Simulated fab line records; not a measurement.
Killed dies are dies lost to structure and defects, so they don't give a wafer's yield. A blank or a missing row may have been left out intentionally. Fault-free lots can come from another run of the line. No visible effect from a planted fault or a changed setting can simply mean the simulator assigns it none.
Struck lot and sound lot, side by side + flow sky130 + 34 steps out of a route of 708
Sound: the wafers L188.1, L188.4, L188.5. Struck: wafers L198.4, L198.6. (L198.1 of the same lot was not struck and is left out.) The cause comes at the end.
For every step that has rows: the tool of each side, followed by ch and its chambers, followed by its first start. Under that, the readings that differ: sound wafers + struck wafers + difference of the means + sigmas: that difference in standard deviations of wafers without a fault.
alike: readings with means less than 2 such deviations apart, plus words and numbers identical on both sides. not compared: withheld readings, readings lacking a value on some wafer, bounds such as >300 that could conceal the same value, and numbers that have no deviation in the record and whose values overlap.
Wherever a step has rows on one side only, a row that says differs or no value, or a row with sigmas, the two part there. Numbers that have no deviation but don't overlap get no sigmas and don't part them. Lack of a reading on every wafer of one side parts them only where that side has two or more wafers.

first, 10 steps without rows for these wafers: SKY_VIA1_EXPOSE_09 (exposes mask VIM, target cd 150 nm); SKY_VIA1_PEB_10; SKY_VIA1_DEVELOP_11 (develop time 60 s); SKY_VIA1_ETCH_14 (etches BARC in N2/H2, stops on SiO2, time 45.9 s, target depth 60 nm); SKY_VIA1_ETCH_15 (etches SiO2 in C4F8/O2/Ar, stops on TiN, target depth 351 nm, time 54 s); SKY_VIA1_STRIP_16 (strips in O2/N2); SKY_VIA1_STRIP_17 (strips in post etch residue remover, time 1200 s); SKY_VIA1_CLEAN_18 (cleans in IPA, time 180 s); SKY_VIA1_CLEAN_19 (cleans in O3/DIW); SKY_VIA1_SPUTTER_20 (material TiN, target thk 20 nm, time 80 s).
SKY_VIA1_CVD_21: deposits W, target thk 270 nm, time 80.902 s.
  sound on cvdW-02 ch 0, day 34 16:11; struck on cvdW-02 ch 1, day 38 04:44
  alike: heaterPowerW, susceptorTempC
then, 22 steps without rows for these wafers: SKY_VIA1_CMP_24 (polishes, stops on SiO2, t overpolish 15 s, target thk 0 nm); SKY_METAL2_SPUTTER_00 (material Ti, target thk 15 nm, time 10 s); SKY_METAL2_SPUTTER_01 (material TiN, target thk 20 nm, time 16.7 s); SKY_METAL2_SPUTTER_02 (material AlCu, target thk 250 nm, time 13.3 s); SKY_METAL2_SPUTTER_03 (material Ti, target thk 5 nm, time 3.3 s); SKY_METAL2_SPUTTER_04 (material TiN, target thk 70 nm, time 58.3 s); SKY_METAL2_DEHYDRATE_07 (time 60 s); SKY_METAL2_HMDS_08 (prime time 60 s); SKY_METAL2_COAT_09 (resist thk 60 nm); SKY_METAL2_COAT_10 (resist thk 450 nm); SKY_METAL2_SOFTBAKE_11 (time 90 s); SKY_METAL2_EXPOSE_12 (exposes mask MM2, target cd 140 nm); SKY_METAL2_PEB_13; SKY_METAL2_DEVELOP_14 (develop time 60 s); SKY_METAL2_DESCUM_17 (chemistry O2, time 8 s); SKY_METAL2_ETCH_18 (etches BARC in N2/H2, stops on SiO2, time 45.9 s, target depth 60 nm); SKY_METAL2_METAL_ETCH_19 (etches the open film in Cl2/BCl3, stops on SiO2, target depth 360 nm, time 78 s); SKY_METAL2_STRIP_20 (strips in O2/N2); SKY_METAL2_STRIP_21 (strips in post etch residue remover, time 1200 s); SKY_METAL2_CLEAN_22 (cleans in IPA, time 180 s); SKY_METAL2_CLEAN_23 (cleans in O3/DIW); SKY_VIA2_HDPCVD_00 (deposits SiO2, target thk 1180 nm, time 196.7 s).
-- the record jumps here: 11 days lie between the struck wafers' starts before and after (it left off in module VIA2 and takes up again in module PAD_OPEN, whose first step shown is number 708 of the route) --
SKY_PAD_OPEN_PROBE_99:
  sound: prober-02 at day 46 08:17; struck: prober-02 at day 49 02:30
| reading                               | sound             | struck      | difference | sigmas |
|---------------------------------------|-------------------|-------------|------------|--------|
| defectLimitedYield (%)                | 83.3 78.9 80.9    | 72.0 74.6   | -7.7       | -4     |
| killed_at_M0_to_M3                    | 43 51 47          | 104 87      | +48        | +7     |
| killedDies                            | 82 104 94         | 138 125     | +38        | +4     |
| sort_bin_3_pad_short (%)              | 0.2 1.2 0.8       | 3.0 3.7     | +2.6       | +6     |
| sort_bin_5_function (%)               | 10.6 11.0 10.0    | 17.9 15.7   | +6.3       | +4     |
| sortNPass                             | 410 388 398       | 354 367     | -38        | -4     |
| sortYieldPct (%)                      | 83.3 78.9 80.9    | 72.0 74.6   | -7.7       | -4     |
| model.etest.tester.sortNPass          | 410 388 398       | 354 367     | -38        |        |
| model.etest.tester.sortYieldPct (%)   | 83.33 78.86 80.89 | 71.95 74.59 | -7.76      |        |
| model.etest.tester.sort_bin_5_pct (%) | 10.57 10.98 9.959 | 17.89 15.65 | +6.27      |        |
| model.etest.tester.sort_bin_3_pct (%) | 0.2033 1.22 0.813 | 3.049 3.659 | +2.609     |        |
  alike: killed_at_M4_up, killedAtContacts, killedAtFrontEnd, killedAtOther, killedOpen, killedShort, sort_bin_6_memory

== WHERE THEY PART ==
Only at SKY_PAD_OPEN_PROBE_99, within this record.

WHY: what the simulator had put in
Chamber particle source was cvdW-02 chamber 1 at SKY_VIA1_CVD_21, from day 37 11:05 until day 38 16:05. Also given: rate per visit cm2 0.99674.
